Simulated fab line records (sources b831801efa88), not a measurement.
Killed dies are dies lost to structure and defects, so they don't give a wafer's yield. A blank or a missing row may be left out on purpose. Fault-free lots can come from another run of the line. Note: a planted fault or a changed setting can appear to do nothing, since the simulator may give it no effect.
The tool behind it: which one?    flow gf180mcu    36 wafers from 12 lots sampled at 5 of the route's 602 steps

WHAT THE GAUGES SHOWED, per wafer
GF_M5_CD_MEAS_07: target cd 280 nm.
lot   measured      on         cd_nm (nm)
L110  day 26 08:11  cd_sem-02  277.4 278.9 279.2
L111  day 26 16:51  cd_sem-01  281.0 280.9 280.7
L114  day 27 22:44  cd_sem-02  281.4 281.2 281.0
L115  day 28 03:49  cd_sem-02  279.3 279.3 279.7
L116  day 28 11:47  cd_sem-02  279.6 278.3 278.8
L117  day 28 17:16  cd_sem-02  279.6 278.6 280.0
L126  day 31 01:46  cd_sem-01  280.3 280.3 281.0
L125  day 31 02:44  cd_sem-01  280.3 280.6 281.2
L127  day 31 16:08  cd_sem-01  279.6 279.1 279.7
L129  day 32 09:13  cd_sem-02  280.0 279.3 279.5
L130  day 32 11:31  cd_sem-01  278.8 278.2 279.0
L133  day 33 05:19  cd_sem-01  280.5 279.3 280.1

GF_TOP_METAL_CD_MEAS_14: target cd 440 nm.
lot   measured      on         cd_nm (nm)
L110  day 28 04:17  cd_sem-01  439.0 441.1 439.6
L111  day 28 12:48  cd_sem-01  438.0 441.4 438.5
L114  day 29 16:43  cd_sem-01  441.6 442.5 443.8
L115  day 29 21:28  cd_sem-01  440.3 442.4 441.2
L116  day 30 05:53  cd_sem-02  438.2 439.1 436.8
L117  day 30 10:07  cd_sem-02  437.1 437.7 441.3
L126  day 32 14:27  cd_sem-01  439.4 441.3 440.3
L125  day 32 15:49  cd_sem-02  455.0 455.1 456.4
L127  day 33 04:38  cd_sem-01  453.2 454.5 454.9
L129  day 33 19:55  cd_sem-02  436.0 432.0 434.4
L130  day 33 22:10  cd_sem-01  436.6 434.8 436.2
L133  day 34 15:24  cd_sem-01  438.5 439.4 437.5

GF_PASSIVATION_BOW_MEAS_14.
lot   measured      on             PASSIVATION_BOW (um)
L110  day 29 03:10  film_metro-04  148 144 155
L111  day 29 11:50  film_metro-02  128 132 128
L114  day 30 14:50  film_metro-01  128 122 127
L115  day 30 18:52  film_metro-01  146 146 127
L116  day 31 02:56  film_metro-02  142 138 141
L117  day 31 07:10  film_metro-02  126 123 125
L126  day 33 10:03  film_metro-01  133 118 135
L125  day 33 10:46  film_metro-01  142 154 143
L127  day 33 23:22  film_metro-01  138 131 134
L129  day 34 14:22  film_metro-01  140 137 146
L130  day 34 16:36  film_metro-01  136 136 134
L133  day 35 09:16  film_metro-01  131 140 120

WHAT TOOL EACH LOT RAN ON (gives the tool, then ch and the chambers of the sampled wafers, and finally the start)
lot   GF_V5_ETCH_16                       GF_TOP_METAL_EXPOSE_11
L110  rie_diel-01 ch 0,1,3, day 27 06:16  iline_stepper-01 ch 0, day 27 18:23
L111  rie_diel-03 ch 1,2,3, day 27 14:57  iline_stepper-01 ch 0, day 28 02:54
L114  rie_diel-04 ch 2,3, day 28 20:25    iline_stepper-02 ch 0, day 29 08:02
L115  rie_diel-04 ch 2,3, day 29 01:03    iline_stepper-02 ch 0, day 29 12:04
L116  rie_diel-04 ch 0,3, day 29 09:10    iline_stepper-02 ch 0, day 29 20:35
L117  rie_diel-04 ch 0,1,3, day 29 13:49  iline_stepper-01 ch 0, day 30 01:24
L126  rie_diel-03 ch 1,2,3, day 31 21:51  iline_stepper-01 ch 0, day 32 07:52
L125  rie_diel-04 ch 0,1,3, day 31 22:16  iline_stepper-02 ch 0, day 32 08:55
L127  rie_diel-01 ch 0,2,3, day 32 10:52  iline_stepper-02 ch 0, day 32 20:11
L129  rie_diel-04 ch 1,2,3, day 33 03:52  iline_stepper-01 ch 0, day 33 12:37
L130  rie_diel-04 ch 0,3, day 33 05:13    iline_stepper-01 ch 0, day 33 14:21
L133  rie_diel-01 ch 0,1, day 33 22:57    iline_stepper-01 ch 0, day 34 08:23
- GF_V5_ETCH_16: etches BARC in N2/H2.
- GF_TOP_METAL_EXPOSE_11: exposes mask MetalTop, target cd 440 nm.

WHAT THE TOOLS THEMSELVES READ (means of the sampled wafers that have a number; where no wafer has one, the mark that the record gives instead)
GF_V5_ETCH_16.
lot   tool         drypump_motor_current_A (A)  h2_flow_sccm (sccm)  oes_product_au (a.u.)  throttle_valve_pct (%)
L110  rie_diel-01  5.5                          200.9                0.856                  13.222
L111  rie_diel-03  6.3                          200.5                0.856                  13.218
L114  rie_diel-04  6.0                          200.4                0.860                  13.228
L115  rie_diel-04  6.0                          200.5                0.847                  13.223
L116  rie_diel-04  6.4                          200.3                0.850                  13.221
L117  rie_diel-04  5.9                          200.2                0.851                  13.228
L126  rie_diel-03  6.3                          199.7                0.859                  13.220
L125  rie_diel-04  5.9                          200.0                0.854                  13.231
L127  rie_diel-01  5.5                          200.4                0.852                  13.222
L129  rie_diel-04  5.7                          199.9                0.855                  13.232
L130  rie_diel-04  6.3                          200.2                0.857                  13.219
L133  rie_diel-01  5.2                          199.5                0.851                  13.232

GF_TOP_METAL_EXPOSE_11.
lot   tool              exposure_dose_mJ_cm2
L110  iline_stepper-01  169.97
L111  iline_stepper-01  169.83
L114  iline_stepper-02  169.78
L115  iline_stepper-02  169.98
L116  iline_stepper-02  170.26
L117  iline_stepper-01  169.96
L126  iline_stepper-01  169.80
L125  iline_stepper-02  160.40
L127  iline_stepper-02  162.28
L129  iline_stepper-01  169.97
L130  iline_stepper-01  170.00
L133  iline_stepper-01  169.89

THE ANSWER, worked out from the rows above alone
Rule: what is usual is taken from the lots themselves. Put in order of their means at a reading, lots are off if they are a third of the lots or fewer, leave a main group of 4 or more, and stand apart from it by a gap of 3 or more times the standard deviation of the main group's means; of several such gaps the widest counts. Not used: any main group whose means are identical at the precision the tables above print for the reading. A lot without any number at a reading at which 4 lots or more have one is off too. Any other lot the step has rows for is counted as sound. The gauges are gone through in route order, then the tools' own readings, and for those a lot's mean is taken as printed above. The first step at which some lot is off is used, and at that step the reading that is off furthest; a lot without a number counts as furthest.
Off at GF_TOP_METAL_CD_MEAS_14 (cd_nm): L125, L127. The main group has a mean of 438.9 nm with a standard deviation of 2.4.
If a tool, at a process step before that reading, ran all the lots that are off and no sound lot after the first of them, it fits. Not tried: the gauges at GF_TOP_METAL_CD_MEAS_14; whatever is off there is also off at GF_TOP_METAL_EXPOSE_11, on other tools, and gauge error can't account for it. One fits: GF_TOP_METAL_EXPOSE_11 on iline_stepper-02. Its last sound lot is L116 (day 29 20:35), its first lot that is off L125 (day 32 08:55): a fault that began between those two fits.
On the lots that are off, the tool's own readings at GF_TOP_METAL_EXPOSE_11 differ by more than 5 times the standard deviation of the sound lots' means, which bears it out; exposure_dose_mJ_cm2 reads 161.34 there versus 169.94 on the sound lots.

WHAT HAD BEEN PUT IN BY THE SIMULATOR
Process parameters drifting: iline_stepper-02 at GF_TOP_METAL_EXPOSE_11, beginning at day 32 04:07. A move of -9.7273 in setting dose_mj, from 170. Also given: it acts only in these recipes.
Struck lots among those shown: L125, L127. The rule given above showed the same thing.
